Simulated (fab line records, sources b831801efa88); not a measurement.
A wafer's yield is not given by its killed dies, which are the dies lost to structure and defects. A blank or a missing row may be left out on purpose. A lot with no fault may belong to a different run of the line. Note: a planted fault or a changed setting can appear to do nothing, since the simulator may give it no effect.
Matching of chambers || flow gf180mcu || 3 sister chambers for GF_PASSIVATION_CVD_02 on pecvd-03
The step deposits Si3N4, target thk 700 nm, time 486.18 s. 6 wafers are shown with their chamber, then 8 later ones without.

## EACH WAFER AND ITS CHAMBER
{"wafer": "L076.4", "chamber": 2, "heater_power_w (W)": 582}
{"wafer": "L076.5", "chamber": 0, "heater_power_w (W)": 563}
{"wafer": "L085.1", "chamber": 0, "heater_power_w (W)": 691}
{"wafer": "L085.3", "chamber": 2, "heater_power_w (W)": 715}
{"wafer": "L085.4", "chamber": 1, "heater_power_w (W)": 696}
{"wafer": "L086.1", "chamber": 1, "heater_power_w (W)": 760}

## WAFERS WITH NO CHAMBER GIVEN
{"wafer": "L086.2", "heater_power_w (W)": 707}
{"wafer": "L086.4", "heater_power_w (W)": 783}
{"wafer": "L087.4", "heater_power_w (W)": 636}
{"wafer": "L087.5", "heater_power_w (W)": 719}
{"wafer": "L087.6", "heater_power_w (W)": 690}
{"wafer": "L091.1", "heater_power_w (W)": 685}
{"wafer": "L091.3", "heater_power_w (W)": 659}
{"wafer": "L091.4", "heater_power_w (W)": 679}

## WHICH CHAMBER EACH WENT THROUGH
{"wafer": "L086.2", "from the rows above": "can't be placed: 1 or 2 or 0", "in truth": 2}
{"wafer": "L086.4", "from the rows above": "can't be placed: 1 or 2 or 0", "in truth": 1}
{"wafer": "L087.4", "from the rows above": "can't be placed: 0 or 2 or 1", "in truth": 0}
{"wafer": "L087.5", "from the rows above": "can't be placed: 1 or 2 or 0", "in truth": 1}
{"wafer": "L087.6", "from the rows above": "can't be placed: 1 or 2 or 0", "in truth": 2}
{"wafer": "L091.1", "from the rows above": "can't be placed: 2 or 1 or 0", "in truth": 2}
{"wafer": "L091.3", "from the rows above": "can't be placed: 2 or 0 or 1", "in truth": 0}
{"wafer": "L091.4", "from the rows above": "can't be placed: 2 or 1 or 0", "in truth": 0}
Correctly placed: 0 of 8. From these rows, 8 cannot be placed; in 8 the true chamber is one of the candidates. 0 placed wrongly.
How it was worked out, from the rows above alone: a wafer's distance from a chamber is the root of the sum, over the readings, of the square of ((its reading less the chamber's mean) divided by the reading's scatter). If the next closest chamber is less than 2 further off than the closest, the wafer can't be placed; otherwise it belongs to the closest. The mean given for a chamber averages the wafers shown for that chamber. The scatter is the square root of a quotient: the sum, over the shown wafers, of each reading's squared deviation from its chamber's mean, divided by wafers minus chambers.
